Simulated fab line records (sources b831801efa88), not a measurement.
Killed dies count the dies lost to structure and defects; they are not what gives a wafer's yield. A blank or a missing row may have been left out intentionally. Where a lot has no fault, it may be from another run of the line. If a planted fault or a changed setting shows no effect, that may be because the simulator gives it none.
Chamber matching || flow gf180mcu || 4 sister chambers for GF_V5_ETCH_17 on rie_diel-04
The step etches SiO2 in C4F8/O2/Ar, stops on TiN, target depth 855 nm. 4 wafers are shown with their chamber, then 7 later ones without.

== EACH WAFER AND ITS CHAMBER ==
{"wafer": "L132.2", "chamber": 0, "rf_fwd_power_W (W)": 1494}
{"wafer": "L133.5", "chamber": 3, "rf_fwd_power_W (W)": 1500}
{"wafer": "L134.2", "chamber": 2, "rf_fwd_power_W (W)": 1498}
{"wafer": "L134.3", "chamber": 1, "rf_fwd_power_W (W)": 1498}

== WAFERS MISSING THEIR CHAMBER ==
{"wafer": "L134.5", "rf_fwd_power_W (W)": 1501}
{"wafer": "L144.2", "rf_fwd_power_W (W)": 1498}
{"wafer": "L144.4", "rf_fwd_power_W (W)": 1504}
{"wafer": "L144.6", "rf_fwd_power_W (W)": 1494}
{"wafer": "L145.1", "rf_fwd_power_W (W)": 1489}
{"wafer": "L145.3", "rf_fwd_power_W (W)": 1485}
{"wafer": "L145.4", "rf_fwd_power_W (W)": 1489}

== THE CHAMBER EACH PASSED THROUGH ==
{"wafer": "L134.5", "from the rows above": "can't be placed: 3 or 1 or 2 or 0", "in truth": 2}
{"wafer": "L144.2", "from the rows above": "can't be placed: 1 or 2 or 3 or 0", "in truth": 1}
{"wafer": "L144.4", "from the rows above": "can't be placed: 3 or 1 or 2 or 0", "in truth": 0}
{"wafer": "L144.6", "from the rows above": "can't be placed: 0 or 1 or 2 or 3", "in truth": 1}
{"wafer": "L145.1", "from the rows above": "can't be placed: 0 or 1 or 2 or 3", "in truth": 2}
{"wafer": "L145.3", "from the rows above": "can't be placed: 0 or 1 or 2 or 3", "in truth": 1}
{"wafer": "L145.4", "from the rows above": "can't be placed: 0 or 1 or 2 or 3", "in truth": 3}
Correctly placed: 0 of 7. These rows do not allow placing 7 (true chamber among the candidates in 7). Number placed wrongly: 0.
How it was worked out, from the rows above alone: a wafer's distance from a chamber is the root of the sum, over the readings, of the square of ((its reading less the chamber's mean) divided by the reading's scatter). The wafer belongs to the nearest chamber; if the next one is less than 2 further off, it can't be placed. Each chamber's mean is taken over the wafers shown for it. The scatter (one wafer shown for each chamber): square how far every hidden wafer sits from the nearest shown wafer, average those squares and take the square root.
